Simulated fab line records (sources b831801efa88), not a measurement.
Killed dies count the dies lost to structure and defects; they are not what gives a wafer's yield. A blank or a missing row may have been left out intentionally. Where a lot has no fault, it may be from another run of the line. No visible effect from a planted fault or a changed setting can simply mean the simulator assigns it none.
fab line records	flow sky130
[record] lots = 13	wafers = 39	last_day = 50
route steps=708 shown PWDE@84 VT_ADJUST_LVTN@105 VT_ADJUST_HVTR@139 PAD_OPEN@708
lots that met no fault: from a run of the same line without faults
start_h: hours from the record's first day to the start of the lot's first wafer shown	wait_h: time in hours since the lot's previous step	" identical to the entry in the row above	L1.1+2: one row covering several wafers at once	- value missing, or start not given	* or withheld: withheld	< > ~ a bound
route shown NAME@n: names a module that has steps shown in the file, with the first one's number in the route	usual: the fault-free wafers' mean and standard deviation	same: alike in all rows	chamber/n: place in a boat	sites: readings site by site	_std_site: standard deviation of those values	_edge_site: outer sites' mean less inner sites'	radius_mm: for every site, how far away it sits from the centre of the wafer	mask NAME#n: copy n	behind: the last tool/chamber to shape the wafer	hold: why the lot went on hold/how many hours it stayed there/how the hold came to an end	device: the transistor (n, p or np) that didn't switch	end of line: the same wafers' tests at the end of the route	where a step has no rows: the recipe by itself	killed: not the wafer's yield, but the dies lost to structure and defects at the first sort	map: a wafer's dies, marking killed ones x, the rest . and places with no die _
set.NAME: the setting the step ran with; set.NAME@STEP: the setting that earlier step ran with	model.NAME: the simulator's own value behind a step, which no gauge read
one table for each step of the route and one row for each wafer, over a sample of lots
services: when a tool's chamber went out of use (start_h, in hours from the record's first day, below 0 if earlier), for how many hours, and the reason
[[steps]]
[step SKY_NWELL_RS_MEAS_31]
[recipe] thk_meas_gauge = four-point-probe
[usual] PWDE_RS = 5281/20
lot.wafer	tool	chamber	start_h	wait_h	PWDE_RS[ohm/sq]
L556.2	film_metro-03	-	103.26	0.1	5273
L556.3	"	-	"	"	5286
L556.5	"	-	"	"	5252
L557.1	film_metro-02	-	111.66	0.1	5256
L557.4	"	-	"	"	5259
L557.5	"	-	"	"	5257
L558.1	film_metro-03	-	120.31	0.1	5312
L558.4	"	-	"	"	5318
L558.6	"	-	"	"	5300
L559.3	film_metro-03	-	130.18	0.1	5316
L559.4	"	-	"	"	5306
L559.5	"	-	"	"	5292
L561.1	film_metro-01	-	144.40	0.1	5254
L561.2	"	-	"	"	5264
L561.6	"	-	"	"	5284
L562.1	film_metro-02	-	148.00	0.1	5264
L562.3	"	-	"	"	5269
L562.4	"	-	"	"	5262
L567.2	film_metro-03	-	168.93	0.1	5278
L567.3	"	-	"	"	5286
L567.5	"	-	"	"	5296
L569.2	film_metro-03	-	176.46	0.1	5334
L569.4	"	-	"	"	5345
L569.5	"	-	"	"	5320
L570.4	film_metro-01	-	182.50	0.1	5279
L570.5	"	-	"	"	5277
L570.6	"	-	"	"	5284
L571.1	film_metro-02	-	188.54	0.1	5265
L571.3	"	-	"	"	5287
L571.5	"	-	"	"	5275
L572.3	film_metro-03	-	195.08	0.1	5303
L572.4	"	-	"	"	5293
L572.6	"	-	"	"	5276
L573.1	film_metro-01	-	200.35	0.1	5278
L573.5	"	-	"	"	5275
L573.6	"	-	"	"	5278
L579.1	film_metro-03	-	241.14	0.1	5257
L579.3	"	-	"	"	5267
L579.5	"	-	"	"	5261
[step SKY_VT_ADJUST_LVTN_IMPLANT_08]
[recipe] species = B	energy_kev = 30	dose_cm2 = 1.57e+12	tilt_deg = withheld
[usual] dose_ions_cm2 = 1.5694e+12/1.8e+09	faraday_current_uA = 8.84/0.18
lot.wafer	tool	chamber	start_h	wait_h	dose_ions_cm2	faraday_current_uA
L556.2	implanter-01	0	139.73	0.0	1.5695e+12	8.77
L556.3	"	0	"	"	1.5692e+12	9.14
L556.5	"	0	"	"	1.5724e+12	8.68
L557.1	implanter-02	0	148.25	0.0	1.5669e+12	8.64
L557.4	"	0	"	"	1.57e+12	8.80
L557.5	"	0	"	"	1.5695e+12	9.09
L558.1	implanter-01	0	156.95	0.0	1.571e+12	8.64
L558.4	"	0	"	"	1.571e+12	8.67
L558.6	"	0	"	"	1.57e+12	8.76
L559.3	implanter-04	0	166.55	0.1	1.5661e+12	8.83
L559.4	"	0	"	"	1.5714e+12	8.71
L559.5	"	0	"	"	1.5661e+12	9.00
L561.1	implanter-02	0	181.86	0.0	1.5691e+12	8.39
L561.2	"	0	"	"	1.5683e+12	8.86
L561.6	"	0	"	"	1.5652e+12	8.83
L562.1	implanter-04	0	186.06	0.0	1.5692e+12	8.78
L562.3	"	0	"	"	1.5689e+12	8.62
L562.4	"	0	"	"	1.5679e+12	9.04
L567.2	implanter-01	0	210.93	0.0	1.566e+11	0.86
L567.3	"	0	"	"	1.546e+11	0.88
L567.5	"	0	"	"	1.576e+11	0.90
L569.2	implanter-01	0	219.83	0.0	1.561e+11	0.89
L569.4	"	0	"	"	1.545e+11	0.87
L569.5	"	0	"	"	1.546e+11	0.88
L570.4	implanter-02	0	226.19	0.1	1.5704e+12	8.64
L570.5	"	0	"	"	1.5671e+12	8.99
L570.6	"	0	"	"	1.5707e+12	8.89
L571.1	implanter-04	0	232.01	0.0	1.5709e+12	8.70
L571.3	"	0	"	"	1.5702e+12	9.03
L571.5	"	0	"	"	1.5692e+12	8.79
L572.3	implanter-02	0	241.91	0.1	1.5667e+12	8.75
L572.4	"	0	"	"	1.5702e+12	8.92
L572.6	"	0	"	"	1.5679e+12	8.57
L573.1	implanter-02	0	243.71	0.0	1.5726e+12	8.81
L573.5	"	0	"	"	1.5684e+12	9.01
L573.6	"	0	"	"	1.5704e+12	8.89
L579.1	implanter-01	0	289.71	0.0	1.5712e+12	8.93
L579.3	"	0	"	"	1.5705e+12	8.80
L579.5	"	0	"	"	1.5692e+12	8.86
[step SKY_VT_ADJUST_LVTN_TW_MEAS_10]
[usual] VT_ADJUST_LVTN_TW = 242.0/1.7
lot.wafer	tool	chamber	start_h	wait_h	VT_ADJUST_LVTN_TW
L556.2	film_metro-02	-	139.97	0.1	244.5
L556.3	"	-	"	"	242.9
L556.5	"	-	"	"	244.2
L557.1	film_metro-04	-	148.50	0.1	243.1
L557.4	"	-	"	"	243.4
L557.5	"	-	"	"	243.4
L558.1	film_metro-02	-	157.20	0.1	241.6
L558.4	"	-	"	"	242.1
L558.6	"	-	"	"	242.8
L559.3	film_metro-02	-	166.77	0.1	241.3
L559.4	"	-	"	"	242.0
L559.5	"	-	"	"	240.7
L561.1	film_metro-03	-	182.11	0.1	239.9
L561.2	"	-	"	"	243.0
L561.6	"	-	"	"	241.4
L562.1	film_metro-04	-	186.31	0.1	242.7
L562.3	"	-	"	"	243.6
L562.4	"	-	"	"	242.7
L567.2	film_metro-02	-	211.16	0.1	128.4
L567.3	"	-	"	"	129.6
L567.5	"	-	"	"	128.2
L569.2	film_metro-03	-	220.07	0.1	127.4
L569.4	"	-	"	"	127.6
L569.5	"	-	"	"	128.4
L570.4	film_metro-03	-	226.39	0.1	239.6
L570.5	"	-	"	"	240.4
L570.6	"	-	"	"	239.7
L571.1	film_metro-02	-	232.26	0.1	242.5
L571.3	"	-	"	"	242.6
L571.5	"	-	"	"	243.0
L572.3	film_metro-04	-	242.13	0.1	242.1
L572.4	"	-	"	"	243.2
L572.6	"	-	"	"	242.4
L573.1	film_metro-04	-	243.96	0.1	242.1
L573.5	"	-	"	"	240.8
L573.6	"	-	"	"	241.9
L579.1	film_metro-03	-	289.96	0.1	240.7
L579.3	"	-	"	"	241.3
L579.5	"	-	"	"	240.7
[step SKY_VT_ADJUST_LVTN_OVL_MEAS_18]
[usual] VT_ADJUST_LVTN_01_OVL = 0.7/1.2
lot.wafer	tool	chamber	start_h	wait_h	VT_ADJUST_LVTN_01_OVL[nm]
L556.2	overlay-01	-	158.03	0.1	-1.2
L556.3	"	-	"	"	0.1
L556.5	"	-	"	"	1.1
L557.1	overlay-02	-	166.12	0.1	1.9
L557.4	"	-	"	"	0.2
L557.5	"	-	"	"	0.4
L558.1	overlay-02	-	174.72	0.1	3.0
L558.4	"	-	"	"	0.6
L558.6	"	-	"	"	2.5
L559.3	overlay-02	-	186.98	0.1	2.8
L559.4	"	-	"	"	0.7
L559.5	"	-	"	"	1.3
L561.1	overlay-02	-	202.62	0.1	2.1
L561.2	"	-	"	"	0.6
L561.6	"	-	"	"	2.3
L562.1	overlay-01	-	207.38	0.1	2.2
L562.3	"	-	"	"	0.0
L562.4	"	-	"	"	0.2
L567.2	overlay-02	-	233.02	0.1	0.8
L567.3	"	-	"	"	1.6
L567.5	"	-	"	"	2.2
L569.2	overlay-02	-	242.73	0.1	0.6
L569.4	"	-	"	"	0.0
L569.5	"	-	"	"	0.2
L570.4	overlay-02	-	249.13	0.1	2.0
L570.5	"	-	"	"	2.3
L570.6	"	-	"	"	2.0
L571.1	overlay-02	-	255.22	0.1	0.2
L571.3	"	-	"	"	-1.0
L571.5	"	-	"	"	-1.6
L572.3	overlay-02	-	266.63	0.1	1.9
L572.4	"	-	"	"	2.0
L572.6	"	-	"	"	2.2
L573.1	overlay-01	-	267.42	0.1	-1.0
L573.5	"	-	"	"	-0.3
L573.6	"	-	"	"	-1.0
L579.1	overlay-02	-	312.16	0.1	1.5
L579.3	"	-	"	"	2.1
L579.5	"	-	"	"	0.7
[step SKY_VT_ADJUST_HVTR_OVL_MEAS_08]
[usual] VT_ADJUST_HVTR_OVL = 0.8/1.2
lot.wafer	tool	chamber	start_h	wait_h	VT_ADJUST_HVTR_OVL[nm]
L556.2	overlay-01	-	197.75	0.1	1.2
L556.3	"	-	"	"	0.9
L556.5	"	-	"	"	0.2
L557.1	overlay-02	-	207.47	0.1	1.9
L557.4	"	-	"	"	-0.2
L557.5	"	-	"	"	0.6
L558.1	overlay-02	-	218.52	0.1	0.2
L558.4	"	-	"	"	0.4
L558.6	"	-	"	"	0.4
L559.3	overlay-02	-	230.65	0.1	-1.7
L559.4	"	-	"	"	0.9
L559.5	"	-	"	"	-0.3
L561.1	overlay-01	-	248.87	0.1	0.8
L561.2	"	-	"	"	3.1
L561.6	"	-	"	"	2.4
L562.1	overlay-02	-	253.39	0.1	-0.7
L562.3	"	-	"	"	-0.8
L562.4	"	-	"	"	0.4
L567.2	overlay-02	-	279.90	0.1	-1.4
L567.3	"	-	"	"	0.3
L567.5	"	-	"	"	-1.0
L569.2	overlay-01	-	291.94	0.1	2.8
L569.4	"	-	"	"	0.6
L569.5	"	-	"	"	1.3
L570.4	overlay-01	-	297.14	0.1	0.6
L570.5	"	-	"	"	0.2
L570.6	"	-	"	"	-1.6
L571.1	overlay-01	-	304.29	0.1	0.0
L571.3	"	-	"	"	0.7
L571.5	"	-	"	"	2.9
L572.3	overlay-02	-	316.45	0.1	-0.3
L572.4	"	-	"	"	-1.8
L572.6	"	-	"	"	-0.7
L573.1	overlay-01	-	318.47	0.1	2.8
L573.5	"	-	"	"	2.6
L573.6	"	-	"	"	1.6
L579.1	overlay-01	-	365.42	0.1	1.0
L579.3	"	-	"	"	0.9
L579.5	"	-	"	"	1.8
[step SKY_PAD_OPEN_PROBE_99]
[usual] killed_at_M0_to_M3 = 42/6.1	killed_at_M4_up = 3.3/1.7	killed_at_contacts = 25/5.4	killed_at_front_end = 16/4.6	killed_at_other = 0.4/0.55	killed_dies = 87/8.8	killed_open = 47/7.1	killed_short = 40/5.8
[same] gross_dies = 492	killed_at_back_side = 0
lot.wafer	tool	chamber	start_h	wait_h	killed_at_M0_to_M3	killed_at_M4_up	killed_at_contacts	killed_at_front_end	killed_at_other	killed_dies	killed_open	killed_short
L573.1	prober-02	-	1155.68	0.1	37	2	30	10	1	80	41	39
L573.6	prober-02	-	1155.93	0.2	49	4	26	9	0	88	45	43
// killed by level:class
L573.1 CONTACT:geometric_particle:open=13 LI_CONTACT:geometric_particle:open=8 VIA1:geometric_particle:open=7 METAL1:geometric_particle:short=6 VIA1:geometric_particle:short=6 VIA2:geometric_particle:open=6 CONTACT:geometric_particle:short=4 METAL3:geometric_particle:short=4
L573.6 METAL2:geometric_particle:short=10 CONTACT:geometric_particle:open=10 VIA3:geometric_particle:open=6 VIA2:geometric_particle:open=5 CONTACT:geometric_particle:short=5 VIA2:geometric_particle:short=5 METAL3:geometric_particle:short=5 FIELD_ISO:geometric_particle:open=4
[[services]]
tool	chamber	start_h	hours	kind
implanter-02	-	155.68	3.0	pm
implanter-02	-	192.57	25.5	pm
implanter-04	-	218.72	1.7	repair
implanter-01	-	226.56	8.4	repair
implanter-02	-	229.01	5.2	pm
implanter-04	-	236.87	34.9	repair
implanter-04	-	237.35	1.1	repair
implanter-04	-	271.80	12.9	pm
implanter-04	-	284.65	4.5	pm
[[key]]
[first_sign] step = SKY_VT_ADJUST_LVTN_IMPLANT_08	reading = dose_ions_cm2	direction = down	sigmas = 99+	usual = *	struck = *
[effect] step = SKY_VT_ADJUST_LVTN_IMPLANT_08	reading = faraday_current_uA	direction = down	sigmas = 45	usual = 8.84	struck = 0.88
[effect] step = SKY_VT_ADJUST_LVTN_TW_MEAS_10	reading = VT_ADJUST_LVTN_TW	direction = down	sigmas = 69	usual = 242.0	struck = 128.3
met_at SKY_VT_ADJUST_LVTN_IMPLANT_08
struck_lots L567,L569
tester_left_out L567,L569
not_acting_at SKY_NWELL_RS_MEAS_31,SKY_VT_ADJUST_LVTN_OVL_MEAS_18,SKY_VT_ADJUST_HVTR_OVL_MEAS_08
onset_between 156.95 210.93
[fault] kind = process_parameter_drift	tool = implanter-01	chamber = -	onset_h = 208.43	steps = SKY_VT_ADJUST_LVTN_IMPLANT_08	channel = dose_cm2	offset = *	shape = step	end_h = 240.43	acts_in = *	stated = *
// tester_left_out: of these lots the tester's yield and bins aren't shown, on N5 and GAA mostly nor the transistor test; their killed dies are dies lost to structure and defects alone, not to doping, threshold or leakage, so they don't give the yield
